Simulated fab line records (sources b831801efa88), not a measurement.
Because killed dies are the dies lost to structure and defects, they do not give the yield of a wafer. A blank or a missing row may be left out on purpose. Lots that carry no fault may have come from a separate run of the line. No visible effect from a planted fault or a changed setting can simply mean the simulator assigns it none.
Code-filled problem report in 8D (eight disciplines) form :: flow gf180mcu :: the parts of the form that need people (team, actions taken, sign-off) are left out

1. PROBLEM STATEMENT
At GF_HV_LDD_IMPLANT_34, faradayCurrentUA averages 47.0 over 3 wafers from 2 lots, while fault-free wafers read 42.2, standard deviation 0.89. That puts it +5.4 standard deviations away from the usual mean.
Seen first at day 18 04:51 on implanter-03, wafer L999.2. Wafers with a number at this step in the record: 39, from 14 lots. The rule behind "out" and "out of limits": a value lying over 4 standard deviations away from the usual mean. The rest of the wafers with a number are treated as sound.

2. WHAT IT IS, AND WHAT IT ISN'T
question: which readings at this step
is: faradayCurrentUA, beamOnS
is not: doseIonsCm2

question: which lots
is: L100, L999
is not: L979, L980, L981, L982, L983, L986, L987, L988, L989, L991, L993, L995

question: which wafers of those lots
is: all that have a number
is not: -

question: read on which tools
is: implanter-03
is not: implanter-01, implanter-04

question: when
is: from day 18 04:51
is not: up to then (36 sound wafers)

3. WHAT RULES OUT EACH SUSPECT
Counting: any tool at a process step up to the reading is kept as a suspect provided that every lot that is out went through it and no sound lot did after the first of them.
- implanter-03 at GF_HV_LDD_IMPLANT_34: kept. Every lot that is out went through it, starting with L999 (day 18 04:51), and after that it ran no sound lot; the last sound lot it ran before then is L991 (day 15 14:25). On those wafers its own readings are out: beamOnS, faradayCurrentUA.
After counting, what remains is implanter-03 at GF_HV_LDD_IMPLANT_34.

4. THE CAUSE (what the simulator had put in)
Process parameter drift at GF_HV_LDD_IMPLANT_34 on implanter-03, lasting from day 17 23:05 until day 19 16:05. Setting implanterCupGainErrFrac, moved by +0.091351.
Counting left only this tool.

5. THE CHAIN OF EFFECTS, in route order
One row per reading whose mean, taken over the struck wafers that have a number, lies over 3 standard deviations from the usual. Scope: only readings with a usual standard deviation given in the record; hours: median across lots of the time from each lot's start at the first step in this table that gives one to its start at this step; sigmas: change in usual standard deviations.
hours: 0
step: GF_HV_LDD_IMPLANT_34
reading: beamOnS
usual: 10.02 s
on struck wafers: 9.02
change: -1.00
sigmas: -4.8

hours: 0
step: GF_HV_LDD_IMPLANT_34
reading: faradayCurrentUA
usual: 42.2
on struck wafers: 47.0
change: +4.8
sigmas: +5.4
The process steps in it:
- GF_HV_LDD_IMPLANT_34
At these later measuring or inspecting steps, every struck wafer for which the step has a row has a number for every such reading, and none has moved that far: GF_NSD_TW_MEAS_12.

6. HOW IT WOULD HAVE BEEN CAUGHT EARLIER
In this record the first reading out of limits was taken at day 18 04:51, 6 hours after the fault began at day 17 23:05.
